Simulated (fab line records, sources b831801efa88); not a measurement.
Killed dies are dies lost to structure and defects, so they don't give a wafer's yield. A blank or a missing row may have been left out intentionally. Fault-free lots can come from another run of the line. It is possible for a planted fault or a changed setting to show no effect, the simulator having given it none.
Which tool is to blame? ; flow sky130 ; 11 lots, 33 wafers sampled, at 3 steps of a route of 708

== WHAT THE GAUGES SHOWED, per wafer ==
SKY_METAL5_RS_MEAS_05: a four-point-probe measurement. Usual: METAL5_ALCU_RS gives 0.02703 ohm/sq (standard deviation 0.00027).
lot;measured;on;METAL5_ALCU_RS (ohm/sq);flag
L523;day 43 09:58;film metro-02;0.02724 0.02699 0.02708;
L524;day 43 12:45;film metro-03;0.02721 0.02706 0.02698;
L527;day 44 08:29;film metro-02;0.02705 0.02682 0.02694;
L525;day 44 10:32;film metro-04;0.02696 0.02691 0.02696;
L528;day 45 14:14;film metro-03;0.02671 0.02726 0.02685;
L536;day 47 00:48;film metro-02;0.02961 0.02985 0.02965 0.02958 0.02982 0.02969;OFF
L538;day 47 12:23;film metro-02;0.02988 0.02971 0.02986 0.02997 0.02972 0.02985;OFF
L539;day 47 13:19;film metro-02;0.02984 0.0293 0.02989 0.02978 0.02929 0.02995;OFF
L540;day 47 17:18;film metro-02;0.02708 0.02683 0.02718;
L542;day 48 06:04;film metro-03;0.02752 0.02729 0.02723;
L543;day 48 11:37;film metro-04;0.02705 0.02703 0.02705;

SKY_METAL5_THK_MEAS_06: measures by xrf. Usual: METAL5_ALCU_THK gives 1148 nm (standard deviation 13).
lot;measured;on;METAL5_ALCU_THK (nm);flag
L523;day 43 10:05;film metro-02;1159 1158 1157;
L524;day 43 12:51;film metro-03;1130 1137 1144;
L527;day 44 08:36;film metro-02;1153 1169 1166;
L525;day 44 10:39;film metro-04;1137 1146 1131;
L528;day 45 14:22;film metro-03;1163 1138 1154;
L536;day 47 06:43;film metro-02;1062 1053 1064 1063 1053 1059;OFF
L538;day 47 17:53;film metro-02;1043 1058 1051 1044 1054 1048;OFF
L539;day 47 22:03;film metro-02;1056 1076 1051 1057 1073 1048;OFF
L540;day 47 17:24;film metro-02;1154 1155 1144;
L542;day 48 06:11;film metro-03;1133 1144 1148;
L543;day 48 11:43;film metro-04;1142 1149 1149;

== WHICH TOOL RAN EACH LOT (tool, then ch and the chambers of the sampled wafers, then the start) ==
lot;SKY_METAL5_SPUTTER_02
L523;pvd sputter-01, day 43 09:51
L524;pvd sputter-04, day 43 12:35
L527;pvd sputter-04, day 44 08:22
L525;pvd sputter-04, day 44 10:25
L528;pvd sputter-02, day 45 14:07
L536;pvd sputter-04, day 47 00:38
L538;pvd sputter-04, day 47 12:15
L539;pvd sputter-04, day 47 13:12
L540;pvd sputter-02, day 47 17:08
L542;pvd sputter-02, day 48 05:57
L543;pvd sputter-02, day 48 11:28
- SKY_METAL5_SPUTTER_02: material AlCu, target thk 1150 nm, time 61.2 s.

== WHAT THE TOOLS THEMSELVES READ (means of the sampled wafers that have a number; where no wafer has one, the mark that the record gives instead) ==
SKY_METAL5_SPUTTER_02. Usual: cathode dc power W 10600 W, standard deviation 2.1; chamber pressure pa 0.4000 Pa, standard deviation 0.00077; throttle valve pct 30.0 %, standard deviation 1.1.
lot;tool;cathode dc power W (W);chamber pressure pa (Pa);throttle valve pct (%);flag
L523;pvd sputter-01;10600;0.3984;29.1;
L524;pvd sputter-04;10600;0.4000;29.8;
L527;pvd sputter-04;10601;0.3997;30.0;
L525;pvd sputter-04;10600;0.4005;29.3;
L528;pvd sputter-02;10599;0.4005;30.0;
L536;pvd sputter-04;10600;0.5598;26.0;OFF
L538;pvd sputter-04;10600;0.5600;25.2;OFF
L539;pvd sputter-04;10601;0.5605;25.3;OFF
L540;pvd sputter-02;10599;0.4000;30.5;
L542;pvd sputter-02;10601;0.3993;31.9;
L543;pvd sputter-02;10601;0.4007;30.2;

== THE ANSWER, worked out from the rows above alone ==
Rule: a lot is off if the mean of its wafers that have a number lies more than 3 standard deviations from the usual mean. A lot without any number at a reading at which 4 lots or more have one is off too. All remaining lots with rows at the step are treated as sound. Order of review: gauges by route order, followed by the tools' own readings, for which a lot's mean as printed above is used. At the first step where some lot is off, the reading lying furthest off is the one used; lots without a number count as furthest.
Off: at SKY_METAL5_RS_MEAS_05 (METAL5_ALCU_RS), L536, L538, L539.
A tool fits if, at a process step before that reading, it ran every lot that is off, and no sound lot after the first of them. Not tried: the gauges at SKY_METAL5_RS_MEAS_05; whatever is off there is also off at SKY_METAL5_SPUTTER_02, on other tools, and gauge error can't account for it. One fits: pvd sputter-04 at SKY_METAL5_SPUTTER_02. Its last sound lot is L525 (day 44 10:25), its first lot that is off L536 (day 47 00:38): a fault that began between those two fits.
The tool's own readings at SKY_METAL5_SPUTTER_02 bear it out: on the lots that are off they differ by more than 5 times the standard deviation of the sound lots' means. chamber pressure pa reads 0.5601 Pa there against 0.3999 Pa on the sound lots; throttle valve pct reads 25.5 % there against 30.1 % on the sound lots.

== WHAT THE SIMULATOR HAD INSERTED ==
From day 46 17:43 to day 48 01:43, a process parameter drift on pvd sputter-04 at SKY_METAL5_SPUTTER_02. From 0.4, the setting chamber pressure pa moved by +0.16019. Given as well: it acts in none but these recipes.
Shown lots that were struck: L536, L538, L539. The rule above reached the same finding.
